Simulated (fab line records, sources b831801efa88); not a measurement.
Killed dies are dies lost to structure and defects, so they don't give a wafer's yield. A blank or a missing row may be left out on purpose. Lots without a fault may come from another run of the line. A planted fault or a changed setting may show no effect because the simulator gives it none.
Chamber matching | flow sky130 | SKY_VIA1_ETCH_15 on rie_diel-02: 4 sister chambers
The step etches SiO2 in C4F8/O2/Ar, stops on TiN, target depth 351 nm, time 54 s. 8 wafers are shown with their chamber, then 9 later ones without.

WAFERS WITH THEIR CHAMBER
wafer  | chamber | oes_product_au (a.u.)
L089.3 | 1       | 0.978
L089.6 | 3       | 0.977
L090.1 | 1       | 0.991
L090.3 | 3       | 0.979
L090.4 | 0       | 0.981
L091.1 | 0       | 0.974
L091.2 | 2       | 0.981
L091.5 | 2       | 0.976

WAFERS WITHOUT THEIR CHAMBER
wafer  | oes_product_au (a.u.)
L096.1 | 0.984
L096.2 | 0.989
L096.3 | 0.989
L096.4 | 0.987
L096.5 | 0.981
L096.6 | 0.978
L097.1 | 0.978
L097.4 | 0.987
L097.5 | 0.981

WHICH CHAMBER EACH WENT THROUGH
wafer  | from the rows above               | in truth
L096.1 | can't be placed: 1 or 2 or 3 or 0 | 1
L096.2 | can't be placed: 1 or 2 or 3 or 0 | 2
L096.3 | can't be placed: 1 or 2 or 3 or 0 | 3
L096.4 | can't be placed: 1 or 2 or 3 or 0 | 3
L096.5 | can't be placed: 2 or 3 or 0 or 1 | 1
L096.6 | can't be placed: 3 or 0 or 2 or 1 | 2
L097.1 | can't be placed: 3 or 0 or 2 or 1 | 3
L097.4 | can't be placed: 1 or 2 or 3 or 0 | 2
L097.5 | can't be placed: 2 or 3 or 0 or 1 | 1
Placed correctly: 0 of 9. Can't be placed from these rows: 9 (the true chamber is among the candidates in 9). Placed wrongly: 0.
How it was worked out, from the rows above alone: a wafer's distance from a chamber is the root of the sum, over the readings, of the square of ((its reading less the chamber's mean) divided by the reading's scatter). The wafer belongs to the nearest chamber; if the next one is less than 2 further off, it can't be placed. A chamber's mean is the mean of its shown wafers. The scatter: the root of (the sum of the squares of (reading less its chamber's mean) over the shown wafers, divided by (wafers less chambers)).
